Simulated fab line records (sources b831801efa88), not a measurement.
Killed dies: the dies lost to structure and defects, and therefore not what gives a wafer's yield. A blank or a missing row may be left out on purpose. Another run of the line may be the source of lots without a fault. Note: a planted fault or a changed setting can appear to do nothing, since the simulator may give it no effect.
Split-lot study / flow gf180mcu / route with 602 steps; 5 lots, 23 wafers read

== ABOUT THE SPLIT ==
At GF_VT_IMPLANT_IMPLANT_30, the setting energy-kev was moved away from the recipe's 25 on 11 of the 23 wafers read, by -8.9% to +6.8%. For the rest of the wafers, this setting stayed at what the recipe calls for.

== FROM SPLIT TO READING: 1 step shown by the file between the two ==
- GF_VT_IMPLANT_STRIP_31: strips in O2/N2

== THE READING ==
VT_IMPLANT_3_TW, at GF_VT_IMPLANT_TW_MEAS_32. Fault-free wafers of this fab line usually give 270.0, standard deviation 1.6.

wafer=L074.1; tool, chamber at the split=implanter-04, 0; energy-kev as run=26.2; against the recipe=+4.8%; VT_IMPLANT_3_TW=271.2; against lot-mates on the recipe=+3.7
wafer=L074.2; tool, chamber at the split=implanter-04, 0; energy-kev as run=25; against the recipe=recipe; VT_IMPLANT_3_TW=266.8; against lot-mates on the recipe=-
wafer=L074.3; tool, chamber at the split=implanter-04, 0; energy-kev as run=25; against the recipe=recipe; VT_IMPLANT_3_TW=268.1; against lot-mates on the recipe=-
wafer=L074.5; tool, chamber at the split=implanter-04, 0; energy-kev as run=26.2; against the recipe=+4.8%; VT_IMPLANT_3_TW=269.6; against lot-mates on the recipe=+2.1
wafer=L074.6; tool, chamber at the split=implanter-04, 0; energy-kev as run=26.2; against the recipe=+4.8%; VT_IMPLANT_3_TW=269.6; against lot-mates on the recipe=+2.1
wafer=L075.2; tool, chamber at the split=implanter-04, 0; energy-kev as run=25; against the recipe=recipe; VT_IMPLANT_3_TW=270.5; against lot-mates on the recipe=-
wafer=L075.4; tool, chamber at the split=implanter-04, 0; energy-kev as run=25; against the recipe=recipe; VT_IMPLANT_3_TW=270.9; against lot-mates on the recipe=-
wafer=L075.5; tool, chamber at the split=implanter-04, 0; energy-kev as run=25; against the recipe=recipe; VT_IMPLANT_3_TW=272.3; against lot-mates on the recipe=-
wafer=L082.2; tool, chamber at the split=implanter-01, 0; energy-kev as run=25; against the recipe=recipe; VT_IMPLANT_3_TW=270.1; against lot-mates on the recipe=-
wafer=L082.3; tool, chamber at the split=implanter-01, 0; energy-kev as run=25; against the recipe=recipe; VT_IMPLANT_3_TW=269.4; against lot-mates on the recipe=-
wafer=L082.4; tool, chamber at the split=implanter-01, 0; energy-kev as run=25; against the recipe=recipe; VT_IMPLANT_3_TW=268.9; against lot-mates on the recipe=-
wafer=L082.5; tool, chamber at the split=implanter-01, 0; energy-kev as run=22.78; against the recipe=-8.9%; VT_IMPLANT_3_TW=264.6; against lot-mates on the recipe=-4.9
wafer=L082.6; tool, chamber at the split=implanter-01, 0; energy-kev as run=22.78; against the recipe=-8.9%; VT_IMPLANT_3_TW=264.9; against lot-mates on the recipe=-4.6
wafer=L083.1; tool, chamber at the split=implanter-04, 0; energy-kev as run=25; against the recipe=recipe; VT_IMPLANT_3_TW=268.8; against lot-mates on the recipe=-
wafer=L083.2; tool, chamber at the split=implanter-04, 0; energy-kev as run=26.71; against the recipe=+6.8%; VT_IMPLANT_3_TW=273.2; against lot-mates on the recipe=+4.4
wafer=L083.3; tool, chamber at the split=implanter-04, 0; energy-kev as run=26.71; against the recipe=+6.8%; VT_IMPLANT_3_TW=273.8; against lot-mates on the recipe=+5.1
wafer=L083.4; tool, chamber at the split=implanter-04, 0; energy-kev as run=25; against the recipe=recipe; VT_IMPLANT_3_TW=268.7; against lot-mates on the recipe=-
wafer=L083.5; tool, chamber at the split=implanter-04, 0; energy-kev as run=26.71; against the recipe=+6.8%; VT_IMPLANT_3_TW=273.0; against lot-mates on the recipe=+4.2
wafer=L085.1; tool, chamber at the split=implanter-04, 0; energy-kev as run=25; against the recipe=recipe; VT_IMPLANT_3_TW=271.3; against lot-mates on the recipe=-
wafer=L085.2; tool, chamber at the split=implanter-04, 0; energy-kev as run=23.35; against the recipe=-6.6%; VT_IMPLANT_3_TW=268.7; against lot-mates on the recipe=-3.1
wafer=L085.3; tool, chamber at the split=implanter-04, 0; energy-kev as run=23.35; against the recipe=-6.6%; VT_IMPLANT_3_TW=268.5; against lot-mates on the recipe=-3.2
wafer=L085.5; tool, chamber at the split=implanter-04, 0; energy-kev as run=23.35; against the recipe=-6.6%; VT_IMPLANT_3_TW=267.2; against lot-mates on the recipe=-4.6
wafer=L085.6; tool, chamber at the split=implanter-04, 0; energy-kev as run=25; against the recipe=recipe; VT_IMPLANT_3_TW=272.2; against lot-mates on the recipe=-

THE FIT
A straight line over all 23 wafers: VT_IMPLANT_3_TW changes by +0.401 for each +1% of energy-kev; r = +0.78; the points scatter about the line by 1.6.
The same after taking each lot's own level away (the mean of its wafers on the recipe; 23 wafers): +0.579 for each +1%; r = +0.98; scatter 0.64.
On that fit, the largest move of energy-kev shifts the reading by 5.1.
Measured against the standard deviation above, the lots' own levels, which go from 267.45 to 271.75, span 2.7 times it.
So the lot-to-lot level blurs the effect unless lot-mates are compared.
Check: with one of the wafers moved furthest among these (-8.9%) left out of the fit, the line predicts -5.05 for it against its lot-mates. It came out at -4.87 against them.

== THE WHOLE CHAIN: every reading that the file lists as answering this split, in the file's order ==
step=GF_VT_IMPLANT_IMPLANT_30; what it does=; reading=implant.rp-nm (the simulator's own value, which no gauge read); change (the file's fit)=+0.806 nm for each +1% of the setting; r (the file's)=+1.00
step=GF_VT_IMPLANT_IMPLANT_30; what it does=; reading=implant.drp-nm (the simulator's own value, which no gauge read); change (the file's fit)=+0.412 nm for each +1% of the setting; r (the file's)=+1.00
step=GF_VT_IMPLANT_TW_MEAS_32; what it does=; reading=VT_IMPLANT_3_TW; change (the file's fit)=+0.569 for each +1% of the setting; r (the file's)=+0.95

== FILE'S OWN FIT ==
VT_IMPLANT_3_TW changes by +0.569 for each +1% of energy-kev, r = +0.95.
